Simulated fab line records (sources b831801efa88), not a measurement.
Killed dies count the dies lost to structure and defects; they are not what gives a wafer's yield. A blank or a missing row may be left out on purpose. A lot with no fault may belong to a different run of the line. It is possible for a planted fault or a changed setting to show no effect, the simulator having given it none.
A struck lot beside a sound one -- flow gf180mcu -- 15 steps out of a route of 602
Sound: these wafers, L714.1, L714.2, L714.5. Wafers L724.2, L724.3, L724.4 were the ones struck. At the end, the cause is stated.
Per side, at each step with rows, come the tool, then ch with its chambers, and then its first start. Under that, the readings that differ: sound wafers -- struck wafers -- difference of the means -- sigmas: that difference in standard deviations of wafers without a fault.
alike: readings with means less than 2 such deviations apart, plus words and numbers identical on both sides. not compared: withheld readings, readings lacking a value on some wafer, bounds such as >300 that could conceal the same value, and numbers that have no deviation in the record and whose values overlap.
The two part at a step that has a row with sigmas, a row that says differs or no value, or rows on one side only. Numbers that have no deviation but don't overlap get no sigmas and don't part them. Lack of a reading on every wafer of one side parts them only where that side has two or more wafers.

first, 1 step without rows for these wafers: GF_HV_LDD_IMPLANT_09.
GF_HV_LDD_STRIP_10: strips in O2/N2.
  sound on plasma_asher-03 ch 0,1, day 10 21:11; struck on plasma_asher-04 ch 0,1, day 14 05:56
reading,sound,struck,difference,sigmas
heater_power_w (W),296 343 307,383 421 381,+80,+2
strip_time_to_endpoint_s (s),12.60 12.61 12.61,12.67 12.72 12.69,+0.09,+3
  alike: drypump_motor_current_A, n2_flow_sccm, oes_product_au
  not compared: rf_hours_counter_h
GF_HV_LDD_TW_MEAS_11:
  sound on film_metro-04, day 10 21:17; struck on film_metro-02, day 14 06:02
reading,sound,struck,difference,sigmas
HV_LDD_TW,2354 2345 2348,2385 2399 2399,+45,+2
then, 7 steps without rows for these wafers: GF_HV_LDD_DEHYDRATE_12 (time 60 s); GF_HV_LDD_HMDS_13 (prime time 60 s); GF_HV_LDD_COAT_14 (resist thk 1000 nm); GF_HV_LDD_SOFTBAKE_15 (time 60 s); GF_HV_LDD_EXPOSE_16 (exposes mask Pplus LV AREA, target cd 400 nm); GF_HV_LDD_PEB_17; GF_HV_LDD_DEVELOP_18 (develop time 60 s).
GF_HV_LDD_CD_MEAS_19 targets a cd of 400 nm.
  sound on cd_sem-01, day 11 14:51; struck on cd_sem-01, day 15 02:15
reading,sound,struck,difference,sigmas
cd_nm (nm),402.3 402.1 402.7,398.6 397.1 399.0,-4.1,-2
GF_HV_LDD_OVL_MEAS_20:
  sound on overlay-02, day 11 14:58; struck on overlay-02, day 15 02:22
  alike: HV_LDD_01_OVL
GF_HV_LDD_IMPLANT_21:
  sound on implanter-01 ch 0, day 11 15:01; struck on implanter-01 ch 0, day 15 02:25
reading,sound,struck,difference,sigmas
dose_ions_cm2,5.006e+13 4.997e+13 4.994e+13,5.128e+13 5.116e+13 5.119e+13,+1.220e+12,+27
  alike: end_station_pressure_torr
GF_HV_LDD_STRIP_22: strips in O2/N2.
  sound on plasma_asher-03 ch 0,1, day 11 15:10; struck on plasma_asher-04 ch 0,1, day 15 02:32
reading,sound,struck,difference,sigmas
heater_power_w (W),345 307 335,419 430 380,+81,+2
  alike: drypump_motor_current_A, n2_flow_sccm, oes_product_au, strip_time_to_endpoint_s
  not compared: rf_hours_counter_h
-- record jumps: 18 days separate the struck wafers' starts on either side; left off in module HV_LDD, taken up again in module PASSIVATION, whose first shown step is the route's number 602 --
GF_PASSIVATION_PROBE_99:
  record: rows for the struck wafers here (prober-02, day 33 01:07), none for the sound ones

WHERE THEY PART
First at GF_HV_LDD_STRIP_10; last, within this record, at GF_PASSIVATION_PROBE_99.

WHY: the cause the simulator had injected
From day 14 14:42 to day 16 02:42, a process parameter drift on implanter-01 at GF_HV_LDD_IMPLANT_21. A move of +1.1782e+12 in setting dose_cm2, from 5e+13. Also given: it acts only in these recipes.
